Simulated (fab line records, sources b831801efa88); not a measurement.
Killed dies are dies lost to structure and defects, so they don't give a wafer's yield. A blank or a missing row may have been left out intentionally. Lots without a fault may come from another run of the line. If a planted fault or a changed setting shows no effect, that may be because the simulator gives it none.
The tool behind it: which one? -- flow gf180mcu -- 13 lots with 39 wafers sampled at 4 steps, on a route of 602 steps

## WHAT EACH GAUGE READ, for each wafer
GF_M2_RS_MEAS_05: a four-point-probe measurement. Usual: M2_ALCU_RS 0.0698 ohm/sq, standard deviation 0.00088.
lot,measured,on,M2_ALCU_RS (ohm/sq),flag
L343,day 18 06:41,film-metro-01,0.0690 0.0688 0.0702,
L345,day 19 16:32,film-metro-03,0.0703 0.0692 0.0708,
L356,day 23 12:19,film-metro-01,0.0693 0.0705 0.0698,
L357,day 23 14:01,film-metro-01,0.0697 0.0712 0.0698,
L358,day 24 02:07,film-metro-02,0.0693 0.0684 0.0680,
L359,day 24 03:13,film-metro-02,0.0700 0.0707 0.0706,
L360,day 24 06:48,film-metro-03,0.0692 0.0695 0.0686,
L361,day 24 14:51,film-metro-03,0.0694 0.0695 0.0688,
L364,day 25 07:37,film-metro-01,0.0707 0.0710 0.0706,
L365,day 25 17:22,film-metro-03,0.0702 0.0704 0.0693,

## WHAT TOOL EACH LOT RAN ON (gives the tool, then ch and the chambers of the sampled wafers, and finally the start)
lot,GF_M1_SPUTTER_01,GF_V1_CMP_26,GF_M2_SPUTTER_02
L343,"pvd-sputter-02, day 16 06:09","cmp-02 ch 1,2,3, day 18 06:13","pvd-sputter-04, day 18 06:33"
L345,"pvd-sputter-02, day 17 13:41","cmp-02 ch 0,1,3, day 19 16:01","pvd-sputter-04, day 19 16:27"
L353,"pvd-sputter-01, day 19 20:34","cmp-01 ch 1,2, day 21 23:29",-
L352,"pvd-sputter-04, day 19 21:12","cmp-02 ch 2,3, day 21 23:41",-
L354,"pvd-sputter-01, day 20 12:10","cmp-01 ch 0,2,3, day 22 14:20",-
L356,"pvd-sputter-01, day 21 11:29","cmp-01 ch 1,2,3, day 23 11:53","pvd-sputter-04, day 23 12:13"
L357,"pvd-sputter-04, day 21 12:39","cmp-02 ch 0,1,2, day 23 13:33","pvd-sputter-01, day 23 13:56"
L358,"pvd-sputter-02, day 22 01:15","cmp-02 ch 1,3, day 24 01:34","pvd-sputter-04, day 24 01:59"
L359,"pvd-sputter-02, day 22 02:30","cmp-01 ch 0,3, day 24 02:38","pvd-sputter-03, day 24 03:04"
L360,"pvd-sputter-01, day 22 06:21","cmp-01 ch 0,2,3, day 24 06:19","pvd-sputter-01, day 24 06:41"
L361,"pvd-sputter-01, day 22 15:31","cmp-02 ch 0,1,2, day 24 14:20","pvd-sputter-01, day 24 14:43"
L364,"pvd-sputter-02, day 23 09:03","cmp-02 ch 0,2,3, day 25 07:03","pvd-sputter-03, day 25 07:29"
L365,"pvd-sputter-02, day 23 19:39","cmp-02 ch 1,2, day 25 16:49","pvd-sputter-03, day 25 17:15"
- GF_M1_SPUTTER_01: material TiN, target thk 30 nm, time 25 s.
- GF_V1_CMP_26: polishes, stops on SiO2, t overpolish 15 s, target thk 0 nm.
- GF_M2_SPUTTER_02: material AlCu, target thk 450 nm, time 23.9 s.

## WHAT THE TOOLS THEMSELVES READ (means of the sampled wafers that have a number; where no wafer has one, the mark that the record gives instead)
GF_M1_SPUTTER_01. Usual: chamber-pressure-pa 0.4000 Pa, standard deviation 0.0008; throttle-valve-pct 29.8 %, standard deviation 1.2.
lot,tool,chamber-pressure-pa (Pa),throttle-valve-pct (%),flag
L343,pvd-sputter-02,0.3992,29.7,
L345,pvd-sputter-02,0.4002,30.3,
L353,pvd-sputter-01,0.4003,29.8,
L352,pvd-sputter-04,0.3992,29.8,
L354,pvd-sputter-01,0.4008,30.3,
L356,pvd-sputter-01,0.3999,29.6,
L357,pvd-sputter-04,0.4002,28.1,
L358,pvd-sputter-02,0.3996,30.4,
L359,pvd-sputter-02,0.4001,29.7,
L360,pvd-sputter-01,0.4002,29.2,
L361,pvd-sputter-01,0.3994,29.7,
L364,pvd-sputter-02,0.3997,29.9,
L365,pvd-sputter-02,0.4003,29.6,

GF_V1_CMP_26. Usual: edge-zone-pressure-frac 0.999, standard deviation 0.0049; head-pressure-psi 3.499 psi, standard deviation 0.0074; motor-current-A 10.9 A, standard deviation 1; overpolish-run-s 15.000 s, standard deviation 0.0091; platen-rpm 60.00 rpm, standard deviation 0.037; time-to-endpoint-s 86 s, standard deviation 3.8.
lot,tool,edge-zone-pressure-frac,head-pressure-psi (psi),motor-current-A (A),overpolish-run-s (s),platen-rpm (rpm),time-to-endpoint-s (s),flag
L343,cmp-02,1.002,3.496,12.0,15.005,60.00,83,
L345,cmp-02,0.997,3.491,11.3,14.990,59.99,83,
L353,cmp-01,-,-,-,-,-,-,OFF
L352,cmp-02,-,-,-,-,-,-,OFF
L354,cmp-01,-,-,-,-,-,-,OFF
L356,cmp-01,0.997,3.494,10.2,15.004,59.98,88,
L357,cmp-02,1.000,3.501,11.8,14.996,59.95,85,
L358,cmp-02,1.001,3.493,12.0,14.998,59.98,87,
L359,cmp-01,1.004,3.496,10.8,15.002,60.02,87,
L360,cmp-01,0.998,3.498,10.4,15.008,59.99,87,
L361,cmp-02,0.995,3.501,11.7,14.997,60.04,83,
L364,cmp-02,0.997,3.496,12.1,14.994,60.01,85,
L365,cmp-02,0.999,3.494,11.9,15.001,59.98,84,

GF_M2_SPUTTER_02. Usual: chamber-pressure-pa 0.3999 Pa, standard deviation 0.00072; throttle-valve-pct 29.7 %, standard deviation 1.4.
lot,tool,chamber-pressure-pa (Pa),throttle-valve-pct (%),flag
L343,pvd-sputter-04,0.3992,29.1,
L345,pvd-sputter-04,0.3999,29.8,
L356,pvd-sputter-04,0.4006,29.3,
L357,pvd-sputter-01,0.3992,28.9,
L358,pvd-sputter-04,0.3994,29.4,
L359,pvd-sputter-03,0.4002,30.1,
L360,pvd-sputter-01,0.4008,29.6,
L361,pvd-sputter-01,0.4002,29.8,
L364,pvd-sputter-03,0.3995,30.0,
L365,pvd-sputter-03,0.4001,30.0,

## THE ANSWER, worked out from the rows above alone
Rule: a lot is off if the mean of its wafers that have a number lies more than 3 standard deviations from the usual mean. Also off: a lot with no number at a reading for which 4 or more lots have one. Where the step has rows for the other lots, those lots are counted as sound. Order of review: gauges by route order, followed by the tools' own readings, for which a lot's mean as printed above is used. The first step at which some lot is off is used, and at that step the reading that is off furthest; a lot without a number counts as furthest.
Off: L353, L352, L354, at GF_V1_CMP_26 (edge-zone-pressure-frac). Without a number there: L353, L352, L354.
If a tool, at that step or one of the process steps before it, ran each lot that is off and ran no sound lot following the first of them, it fits. Of those tried, none fits.

## WHAT THE SIMULATOR HAD PUT IN
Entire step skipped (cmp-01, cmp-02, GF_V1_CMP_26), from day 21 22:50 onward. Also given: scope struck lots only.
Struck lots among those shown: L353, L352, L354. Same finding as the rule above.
